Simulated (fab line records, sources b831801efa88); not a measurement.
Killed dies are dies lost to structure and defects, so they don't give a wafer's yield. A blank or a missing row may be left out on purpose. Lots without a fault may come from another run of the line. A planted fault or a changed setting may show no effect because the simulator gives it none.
A struck lot beside a sound one | flow sky130 | 15 steps out of a route of 708
Sound: wafers L821.1, L821.3, L821.4. Struck: wafers L834.1, L834.4, L834.5. The cause comes at the end.
At each step with rows: each side's tool, then ch and its chambers, then its first start. Under that, the readings that differ: sound wafers | struck wafers | difference of the means | sigmas: that difference in standard deviations of wafers without a fault.
alike: readings whose means differ by less than 2 such deviations, and words and numbers that are the same on both sides. not compared: withheld readings, readings that some wafer has no value for, bounds like >300 that may hide the same value, and numbers for which the record gives no deviation and whose values overlap.
The two part at a step that has a row with sigmas, a row that says differs or no value, or rows on one side only. Numbers that don't overlap but have no deviation are shown without sigmas and don't part them. A reading that every wafer of one side lacks parts them only if that side has two wafers or more.

first, 1 step without rows for these wafers: SKY_PWDE_IMPLANT_08.
SKY_PWDE_STRIP_09: strips in O2/N2.
  sound on plasma_asher-04 ch 0,1, day 5 02:18; struck on plasma_asher-03 ch 0,1, day 8 00:13
  alike: drypump_motor_current_A, oes_product_au, strip_time_to_endpoint_s
  not compared: rf_hours_counter_h
SKY_PWDE_TW_MEAS_10:
  sound on film_metro-04, day 5 02:24; struck on film_metro-04, day 8 00:19
  alike: PWDE_TW
then, 7 steps without rows for these wafers: SKY_NWELL_DEHYDRATE_03 (time 60 s); SKY_NWELL_HMDS_04 (prime time 60 s); SKY_NWELL_COAT_05 (resist thk 3000 nm); SKY_NWELL_SOFTBAKE_06; SKY_NWELL_EXPOSE_07 (exposes mask NWM, target cd 840 nm); SKY_NWELL_PEB_08; SKY_NWELL_DEVELOP_09 (develop time 60 s).
SKY_NWELL_OVL_MEAS_10:
  sound on overlay-02, day 5 19:55; struck on overlay-02, day 8 21:43
  alike: NWELL_00_OVL
then, 1 step without rows for these wafers: SKY_NWELL_IMPLANT_11.
SKY_NWELL_IMPLANT_12:
  sound on implanter-04 ch 0, day 5 20:05; struck on implanter-04 ch 0, day 8 21:53
  reading            | sound                            | struck                           | difference  | sigmas
  dose_ions_cm2      | 1.2988e+12 1.3005e+12 1.3002e+12 | 1.1905e+12 1.1907e+12 1.1905e+12 | -1.0927e+11 | -78
  faraday_current_uA | 7.47 7.35 7.48                   | 6.83 6.97 6.45                   | -0.68       | -5
then, 1 step without rows for these wafers: SKY_NWELL_IMPLANT_13.
-- the record jumps here: 41 days lie between the struck wafers' starts before and after (it left off in module NWELL and takes up again in module PAD_OPEN, whose first step shown is number 708 of the route) --
SKY_PAD_OPEN_PROBE_99:
  sound on prober-02, day 47 02:11; struck on prober-01, day 49 23:54
  reading                                  | sound                   | struck                  | difference | sigmas
  model.etest.pfet_01v8_lvt.off_log10_a_um | -9.02 -9.023 -8.808     | -8.487 -8.387 -8.511    | +0.489     |
  model.etest.pfet_16v.vt_v (V)            | -1.096 -1.088 -1.089    | -1.077 -1.056 -1.072    | +0.023     |
  model.etest.pfet_01v8_lvt.vt_sat_v (V)   | -0.4437 -0.4497 -0.4417 | -0.4016 -0.401 -0.4095  | +0.0410    |
  model.etest.pfet_g5v0d10v5.vt_long_v (V) | -0.926 -0.9183 -0.9138  | -0.9039 -0.8951 -0.9053 | +0.0179    |
  model.etest.pfet_01v8_lvt.vt_v (V)       | -0.5347 -0.5408 -0.5346 | -0.4983 -0.4965 -0.5055 | +0.0366    |
  model.etest.pfet_01v8_lvt.vt_long_v (V)  | -0.6585 -0.6603 -0.6543 | -0.6227 -0.6225 -0.6283 | +0.0332    |
  alike: killed_at_M0_to_M3, killed_at_M4_up, killed_at_contacts, killed_at_front_end, killed_at_other, killed_dies, killed_open, killed_short
  not compared: model.etest.pfet_g5v0d10v5.off_log10_a_um, model.etest.pfet_g5v0d10v5.vt_sat_v

WHERE THEY PART
Only at SKY_NWELL_IMPLANT_12, within this record. Later steps at which nothing parts them and some readings are alike: SKY_PAD_OPEN_PROBE_99.

WHY: what the simulator had put in
Process parameter drift: implanter-04, from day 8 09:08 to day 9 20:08, at SKY_NWELL_IMPLANT_12. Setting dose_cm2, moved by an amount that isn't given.
